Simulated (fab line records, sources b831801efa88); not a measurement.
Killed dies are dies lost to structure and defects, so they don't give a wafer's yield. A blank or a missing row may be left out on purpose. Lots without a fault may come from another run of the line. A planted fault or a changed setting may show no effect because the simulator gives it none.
Which tool did it? | flow gf180mcu | 13 lots, 39 wafers sampled, at 4 steps of a route of 602

WHAT THE GAUGES READ, wafer by wafer
GF_POLY_GATE_THK_MEAS_01. Usual: POLY_GATE_CVD_00_THK 201.6 nm, standard deviation 2.
lot  | measured     | on            | POLY_GATE_CVD_00_THK (nm) | flag
L335 | day 8 16:14  | film_metro-03 | 201.3 200.2 200.6         |
L336 | day 8 16:16  | film_metro-02 | 204.9 203.9 204.3         |
L339 | day 9 17:58  | film_metro-04 | 200.6 201.3 202.9         |
L340 | day 9 17:58  | film_metro-02 | 205.8 204.7 205.5         |
L341 | day 10 03:26 | film_metro-02 | 200.3 200.9 200.0         |
L344 | day 11 00:19 | film_metro-04 | 199.5 199.2 198.8         |
L345 | day 11 06:06 | film_metro-02 | 200.8 201.7 202.1         |
L351 | day 13 02:30 | film_metro-04 | 201.1 202.4 202.3         |
L352 | day 13 05:49 | film_metro-03 | 202.8 201.3 200.2         |
L354 | day 13 23:05 | film_metro-02 | 202.7 201.7 201.9         |
L355 | day 14 05:44 | film_metro-03 | 202.6 200.9 199.5         |
L357 | day 14 18:33 | film_metro-04 | 204.5 202.4 203.7         |
L358 | day 15 02:58 | film_metro-03 | 199.0 200.0 199.7         |

GF_PSD_RS_MEAS_14: measures by four-point-probe. Usual: NSD_RS 45.73 ohm/sq, standard deviation 0.12.
lot  | measured     | on            | NSD_RS (ohm/sq)   | flag
L335 | day 14 13:41 | film_metro-04 | 45.77 45.81 45.70 |
L336 | day 14 10:58 | film_metro-03 | 45.53 45.59 45.47 |
L339 | day 15 17:01 | film_metro-01 | 45.87 45.83 45.85 |
L340 | day 15 18:55 | film_metro-04 | 45.73 45.68 45.67 |
L341 | day 16 05:22 | film_metro-03 | 45.71 45.66 45.61 |
L344 | day 17 07:13 | film_metro-04 | 41.95 41.92 41.91 | OFF
L345 | day 17 15:16 | film_metro-03 | 41.77 41.70 41.64 | OFF
L351 | day 19 22:35 | film_metro-04 | 45.74 45.82 45.81 |
L352 | day 20 00:57 | film_metro-03 | 45.61 45.67 45.65 |
L354 | day 21 00:08 | film_metro-01 | 45.67 45.80 45.80 |
L355 | day 21 04:17 | film_metro-04 | 45.80 45.76 45.68 |
L357 | day 21 23:25 | film_metro-01 | 45.88 45.87 45.87 |
L358 | day 22 05:53 | film_metro-01 | 45.78 45.97 45.89 |

GF_PSD_RS_MEAS_15: measures by four-point-probe. Usual: PSD_RS 108.6 ohm/sq, standard deviation 0.36.
lot  | measured     | on            | PSD_RS (ohm/sq)   | flag
L335 | day 14 13:49 | film_metro-04 | 108.8 108.4 108.7 |
L336 | day 14 11:05 | film_metro-03 | 107.8 108.6 107.9 |
L339 | day 15 17:08 | film_metro-01 | 109.0 108.9 108.9 |
L340 | day 15 19:02 | film_metro-04 | 108.6 108.6 108.8 |
L341 | day 16 05:29 | film_metro-03 | 108.3 108.2 108.4 |
L344 | day 17 07:20 | film_metro-04 | 101.6 101.3 101.5 | OFF
L345 | day 17 15:23 | film_metro-03 | 100.5 101.1 100.9 | OFF
L351 | day 19 22:43 | film_metro-04 | 108.9 108.6 109.0 |
L352 | day 20 01:04 | film_metro-03 | 108.3 107.9 108.1 |
L354 | day 21 00:16 | film_metro-01 | 108.9 108.5 108.9 |
L355 | day 21 04:25 | film_metro-04 | 108.9 108.7 108.6 |
L357 | day 21 23:32 | film_metro-01 | 108.6 108.4 108.8 |
L358 | day 22 06:00 | film_metro-01 | 108.9 109.0 108.9 |

WHICH TOOL RAN EACH LOT (tool, then ch and the chambers of the sampled wafers, then the start)
lot  | GF_PSD_RTA_13
L335 | rtp_anneal-02 ch 0, day 14 13:36
L336 | rtp_anneal-01 ch 0, day 14 10:51
L339 | rtp_anneal-02 ch 0, day 15 16:56
L340 | rtp_anneal-01 ch 0, day 15 18:49
L341 | rtp_anneal-02 ch 0, day 16 05:16
L344 | rtp_anneal-01 ch 0, day 17 07:07
L345 | rtp_anneal-01 ch 0, day 17 15:10
L351 | rtp_anneal-01 ch 0, day 19 22:31
L352 | rtp_anneal-01 ch 0, day 20 00:52
L354 | rtp_anneal-02 ch 0, day 21 00:03
L355 | rtp_anneal-01 ch 0, day 21 04:12
L357 | rtp_anneal-01 ch 0, day 21 23:19
L358 | rtp_anneal-01 ch 0, day 22 05:44
- GF_PSD_RTA_13: time 20 s.

WHAT THE TOOLS THEMSELVES READ (means of the sampled wafers that have a number; where no wafer has one, the mark that the record gives instead)
GF_PSD_RTA_13. Usual: lamp_power_pct 31.5 %, standard deviation 2.5; run_length_s 49.2 s, standard deviation 0.6; wafer_temp_C_max 1028.5, standard deviation 0.65.
lot  | tool          | lamp_power_pct (%) | run_length_s (s) | wafer_temp_C_max | flag
L335 | rtp_anneal-02 | 28.3               | 48.9             | 1028.6           |
L336 | rtp_anneal-01 | 33.5               | 49.3             | 1029.0           |
L339 | rtp_anneal-02 | 28.2               | 48.6             | 1028.0           |
L340 | rtp_anneal-01 | 33.5               | 49.2             | 1028.4           |
L341 | rtp_anneal-02 | 28.2               | 48.7             | 1028.1           |
L344 | rtp_anneal-01 | 33.5               | 71.2             | 1028.4           | OFF
L345 | rtp_anneal-01 | 33.5               | 71.2             | 1028.5           | OFF
L351 | rtp_anneal-01 | 33.5               | 49.4             | 1029.2           |
L352 | rtp_anneal-01 | 33.5               | 49.3             | 1029.4           |
L354 | rtp_anneal-02 | 28.2               | 48.7             | 1028.4           |
L355 | rtp_anneal-01 | 33.5               | 49.1             | 1028.2           |
L357 | rtp_anneal-01 | 33.5               | 49.2             | 1028.2           |
L358 | rtp_anneal-01 | 33.5               | 49.2             | 1029.1           |

THE ANSWER, worked out from the rows above alone
Rule: a lot is off if the mean of its wafers that have a number lies more than 3 standard deviations from the usual mean. A lot without any number at a reading at which 4 lots or more have one is off too. The other lots that the step has rows for count as sound. The gauges are gone through in route order, then the tools' own readings, and for those a lot's mean is taken as printed above. The first step at which some lot is off is used, and at that step the reading that is off furthest; a lot without a number counts as furthest.
Off: L344, L345, at GF_PSD_RS_MEAS_14 (NSD_RS).
A tool fits if, at a process step before that reading, it ran every lot that is off, and no sound lot after the first of them. The gauges at GF_PSD_RS_MEAS_14 aren't tried: what is off there is off at GF_PSD_RTA_13 too, on other tools, and a gauge's error can't cause that. None of those tried fits.

WHAT THE SIMULATOR HAD PUT IN
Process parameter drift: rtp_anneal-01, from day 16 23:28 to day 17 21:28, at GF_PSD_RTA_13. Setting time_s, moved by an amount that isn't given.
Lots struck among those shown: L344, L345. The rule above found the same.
